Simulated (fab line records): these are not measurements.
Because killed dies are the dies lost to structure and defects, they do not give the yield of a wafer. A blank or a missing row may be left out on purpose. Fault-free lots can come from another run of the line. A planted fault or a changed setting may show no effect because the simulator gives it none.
What tool caused it? | flow sky130 | 30 wafers from 10 lots sampled at 5 of the route's 708 steps

== WHAT THE GAUGES SHOWED, per wafer ==
Not one reading of a measure or inspect step in the record can be checked against a usual standard deviation.

== WHICH TOOL RAN EACH LOT (tool, then ch and the chambers of the sampled wafers, then the start) ==
lot  | SKY_METAL2_SPUTTER_00        | SKY_METAL2_SPUTTER_03        | SKY_METAL2_SOFTBAKE_11            | SKY_METAL2_METAL_ETCH_19          | SKY_PAD_OPEN_PROBE_99
L346 | pvd sputter-04, day 33 21:14 | pvd sputter-04, day 33 21:18 | litho track-02 ch 0, day 34 10:00 | rie metal-01 ch 0,1, day 35 00:02 | -
L347 | pvd sputter-02, day 34 17:09 | pvd sputter-02, day 34 17:14 | litho track-02 ch 0, day 35 06:00 | rie metal-03 ch 0,1, day 35 19:23 | -
L357 | pvd sputter-04, day 37 14:08 | pvd sputter-04, day 37 14:13 | litho track-01 ch 0, day 38 02:00 | rie metal-03 ch 0,1, day 38 16:05 | prober-01, day 48 12:44
L358 | pvd sputter-03, day 38 01:56 | pvd sputter-03, day 38 02:01 | litho track-01 ch 0, day 38 15:00 | rie metal-01 ch 0,1, day 39 03:26 | prober-01, day 48 23:26
L360 | pvd sputter-04, day 38 18:28 | pvd sputter-04, day 38 18:32 | litho track-03 ch 0, day 39 06:00 | rie metal-04 ch 0,1, day 39 19:28 | -
L361 | pvd sputter-02, day 39 08:04 | pvd sputter-02, day 39 08:08 | litho track-02 ch 0, day 39 20:00 | rie metal-01 ch 0,1, day 40 09:14 | -
L362 | pvd sputter-04, day 39 16:01 | pvd sputter-04, day 39 16:05 | litho track-03 ch 0, day 40 04:00 | rie metal-01 ch 0,1, day 40 17:10 | -
L367 | pvd sputter-04, day 40 06:38 | pvd sputter-04, day 40 06:43 | litho track-03 ch 0, day 40 18:00 | rie metal-04 ch 0,1, day 41 06:49 | -
L366 | pvd sputter-03, day 40 07:05 | pvd sputter-03, day 40 07:10 | litho track-02 ch 0, day 40 19:00 | rie metal-03 ch 0,1, day 41 07:11 | prober-02, day 50 10:51
L369 | pvd sputter-02, day 41 03:38 | pvd sputter-02, day 41 03:43 | litho track-03 ch 0, day 41 15:00 | rie metal-03 ch 0, day 42 03:41   | prober-02, day 50 22:29
- SKY_METAL2_SPUTTER_00: material Ti, target thk 15 nm, time 10 s.
- SKY_METAL2_SPUTTER_03: material Ti, target thk 5 nm, time 3.3 s.
- SKY_METAL2_SOFTBAKE_11: time 90 s.
- SKY_METAL2_METAL_ETCH_19: etches the open film in Cl2/BCl3, stops on SiO2, target depth 360 nm, time 78 s.
- SKY_PAD_OPEN_PROBE_99

== WHAT THE TOOLS THEMSELVES READ (means of the sampled wafers that have a number; where no wafer has one, the mark that the record gives instead) ==
SKY_METAL2_SPUTTER_00. Usual: 29.9 % for throttle valve pct, sd 1.4.
lot  | tool           | throttle valve pct (%) | flag
L346 | pvd sputter-04 | 30.3                   |
L347 | pvd sputter-02 | 30.2                   |
L357 | pvd sputter-04 | 30.7                   |
L358 | pvd sputter-03 | 30.9                   |
L360 | pvd sputter-04 | 29.2                   |
L361 | pvd sputter-02 | 29.1                   |
L362 | pvd sputter-04 | 30.2                   |
L367 | pvd sputter-04 | 29.2                   |
L366 | pvd sputter-03 | 31.0                   |
L369 | pvd sputter-02 | 29.8                   |

SKY_METAL2_SPUTTER_03. Usual: 29.9 % for throttle valve pct, sd 1.4.
lot  | tool           | throttle valve pct (%) | flag
L346 | pvd sputter-04 | 30.2                   |
L347 | pvd sputter-02 | 30.2                   |
L357 | pvd sputter-04 | 30.3                   |
L358 | pvd sputter-03 | 30.9                   |
L360 | pvd sputter-04 | 29.2                   |
L361 | pvd sputter-02 | 29.1                   |
L362 | pvd sputter-04 | 30.3                   |
L367 | pvd sputter-04 | 29.3                   |
L366 | pvd sputter-03 | 31.0                   |
L369 | pvd sputter-02 | 29.7                   |

SKY_METAL2_SOFTBAKE_11. Usual: 118.98 s for run length s, sd 0.2.
lot  | tool           | run length s (s) | flag
L346 | litho track-02 | 118.90           |
L347 | litho track-02 | 118.92           |
L357 | litho track-01 | 126.36           | OFF
L358 | litho track-01 | 126.35           | OFF
L360 | litho track-03 | 119.21           |
L361 | litho track-02 | 118.89           |
L362 | litho track-03 | 119.19           |
L367 | litho track-03 | 119.31           |
L366 | litho track-02 | 118.83           |
L369 | litho track-03 | 119.23           |

SKY_METAL2_METAL_ETCH_19. Usual: bcl3 flow sccm 30.03 sccm, standard deviation 0.096; drypump motor current A 5.7 A, standard deviation 0.44; mfc cl2 sccm 60.00 sccm, standard deviation 0.16; oes product au 0.849 a.u., standard deviation 0.0068; rf fwd power W 893 W, standard deviation 3.2; throttle valve pct 22.262 %, standard deviation 0.0094.
lot  | tool         | bcl3 flow sccm (sccm) | drypump motor current A (A) | mfc cl2 sccm (sccm) | oes product au (a.u.) | rf fwd power W (W) | throttle valve pct (%) | flag
L346 | rie metal-01 | 29.98                 | 6.0                         | 60.16               | 0.843                 | 890                | 22.262                 |
L347 | rie metal-03 | 30.05                 | 5.8                         | 60.12               | 0.853                 | 894                | 22.267                 |
L357 | rie metal-03 | 29.99                 | 5.9                         | 59.83               | 0.849                 | 894                | 22.264                 |
L358 | rie metal-01 | 30.09                 | 5.6                         | 59.91               | 0.849                 | 892                | 22.261                 |
L360 | rie metal-04 | 30.07                 | 5.5                         | 60.05               | 0.849                 | 895                | 22.259                 |
L361 | rie metal-01 | 30.03                 | 6.0                         | 60.06               | 0.850                 | 890                | 22.248                 |
L362 | rie metal-01 | 30.12                 | 6.0                         | 59.97               | 0.845                 | 893                | 22.249                 |
L367 | rie metal-04 | 30.08                 | 5.5                         | 60.14               | 0.854                 | 895                | 22.252                 |
L366 | rie metal-03 | 29.83                 | 5.5                         | 59.96               | 0.842                 | 892                | 22.259                 |
L369 | rie metal-03 | 30.01                 | 5.2                         | 59.81               | 0.853                 | 896                | 22.254                 |

SKY_PAD_OPEN_PROBE_99. Usual: defect limited yield 82.7 %, standard deviation 1.8; killed_at_M0_to_M3 42, standard deviation 7.5; killed_at_M4_up 3.2, standard deviation 1.7; killed at contacts 24, standard deviation 5.1; killed at front end 15, standard deviation 4.1; killed at other 0.3, standard deviation 0.58; killed dies 85, standard deviation 8.9; killed open 46, standard deviation 6.4; killed short 39, standard deviation 6; sort_bin_3_pad_short 0.9 %, standard deviation 0.4; sort_bin_5_function 10.1 %, standard deviation 1.6; sort_bin_6_memory 6.3 %, standard deviation 1; sort_bin_8_speed 0.00 %, standard deviation 0.024; sort n pass 407, standard deviation 9; sort yield pct 82.7 %, standard deviation 1.8.
lot  | tool      | defect limited yield (%) | killed_at_M0_to_M3 | killed_at_M4_up | killed at contacts | killed at front end | killed at other | killed dies | killed open | killed short | sort_bin_3_pad_short (%) | sort_bin_5_function (%) | sort_bin_6_memory (%) | sort_bin_8_speed (%) | sort n pass | sort yield pct (%) | flag
L357 | prober-01 | 81.7                     | 46                 | 2.0             | 28                 | 14                  | 0.0             | 90          | 49          | 41           | 1.1                      | 10.7                    | 6.4                   | 0.00                 | 402         | 81.7               |
L358 | prober-01 | 82.8                     | 42                 | 4.0             | 23                 | 14                  | 1.0             | 84          | 45          | 38           | 0.8                      | 10.2                    | 6.2                   | 0.00                 | 408         | 82.8               |
L366 | prober-02 | 82.4                     | 45                 | 5.0             | 24                 | 13                  | 0.3             | 86          | 44          | 42           | 1.1                      | 9.4                     | 7.0                   | 0.00                 | 406         | 82.4               |
L369 | prober-02 | 83.3                     | 46                 | 2.0             | 19                 | 15                  | 0.3             | 82          | 48          | 34           | 0.8                      | 10.1                    | 5.8                   | 0.00                 | 410         | 83.3               |

== THE ANSWER, worked out from the rows above alone ==
Rule: take the mean of a lot's wafers that have a number; if it is more than 3 standard deviations from the usual mean, the lot is off. A lot without any number at a reading at which 4 lots or more have one is off too. The other lots that the step has rows for count as sound. Order of review: gauges by route order, followed by the tools' own readings, for which a lot's mean as printed above is used. The first step at which some lot is off is used, and at that step the reading that is off furthest; a lot without a number counts as furthest.
Off, at SKY_METAL2_SOFTBAKE_11 on run length s: L357, L358.
A tool fits if, at that step or a process step before it, it ran every lot that is off, and no sound lot after the first of them. One fits: litho track-01 at SKY_METAL2_SOFTBAKE_11. It ran no sound lot before its first lot that is off in this sample, so the start can't be narrowed down.
On the lots that are off, the tool's own readings at SKY_METAL2_SOFTBAKE_11 differ by more than 5 times the standard deviation of the sound lots' means, which bears it out; run length s reads 126.35 s there versus 119.06 s on the sound lots.

== WHAT WAS PUT IN BY THE SIMULATOR ==
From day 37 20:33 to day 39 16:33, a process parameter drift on litho track-01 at SKY_METAL2_SOFTBAKE_11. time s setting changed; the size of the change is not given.
Shown lots that were struck: L357, L358. This agrees with what the rule above found.
